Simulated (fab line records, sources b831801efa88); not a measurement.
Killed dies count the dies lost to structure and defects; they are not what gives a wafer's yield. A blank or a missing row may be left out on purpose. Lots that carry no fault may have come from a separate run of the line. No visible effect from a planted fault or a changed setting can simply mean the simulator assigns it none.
Chamber matching || flow sky130 || 4 sister chambers for SKY_PASSIVATION_ETCH_11 on rie_diel-01
The step etches the open film in CF4/O2, stops on AlCu, target depth 725 nm, time 161.1 s. 4 wafers are shown with their chamber, then 8 later ones without.

EACH WAFER AND ITS CHAMBER
{"wafer": "L078.5", "chamber": 3, "drypump_motor_current_A (A)": 6.2}
{"wafer": "L089.4", "chamber": 0, "drypump_motor_current_A (A)": 5.6}
{"wafer": "L089.5", "chamber": 2, "drypump_motor_current_A (A)": 5.7}
{"wafer": "L091.1", "chamber": 1, "drypump_motor_current_A (A)": 5.5}

WAFERS WHOSE CHAMBER IS MISSING
{"wafer": "L091.2", "drypump_motor_current_A (A)": 5.7}
{"wafer": "L091.4", "drypump_motor_current_A (A)": 6.2}
{"wafer": "L095.1", "drypump_motor_current_A (A)": 5.5}
{"wafer": "L095.4", "drypump_motor_current_A (A)": 6.1}
{"wafer": "L095.5", "drypump_motor_current_A (A)": 5.5}
{"wafer": "L097.1", "drypump_motor_current_A (A)": 5.7}
{"wafer": "L097.4", "drypump_motor_current_A (A)": 6.1}
{"wafer": "L097.5", "drypump_motor_current_A (A)": 6.1}

WHICH CHAMBER EACH ONE RAN IN
{"wafer": "L091.2", "from the rows above": "can't be placed: 2 or 0", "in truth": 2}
{"wafer": "L091.4", "from the rows above": 3, "in truth": 3}
{"wafer": "L095.1", "from the rows above": "can't be placed: 1 or 0", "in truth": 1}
{"wafer": "L095.4", "from the rows above": 3, "in truth": 3}
{"wafer": "L095.5", "from the rows above": "can't be placed: 1 or 0", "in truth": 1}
{"wafer": "L097.1", "from the rows above": "can't be placed: 2 or 0", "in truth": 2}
{"wafer": "L097.4", "from the rows above": 3, "in truth": 3}
{"wafer": "L097.5", "from the rows above": 3, "in truth": 3}
Placed correctly: 4 of 8. From these rows, 4 cannot be placed; in 4 the true chamber is one of the candidates. Wrongly placed: 0.
How it was worked out, from the rows above alone: a wafer's distance from a chamber is the root of the sum, over the readings, of the square of ((its reading less the chamber's mean) divided by the reading's scatter). If the next closest chamber is less than 2 further off than the closest, the wafer can't be placed; otherwise it belongs to the closest. For every chamber, the mean is computed from those of its wafers that are shown. The scatter: with one shown wafer a chamber, the root of the mean of the squares of how far each hidden wafer lies from its nearest shown one.
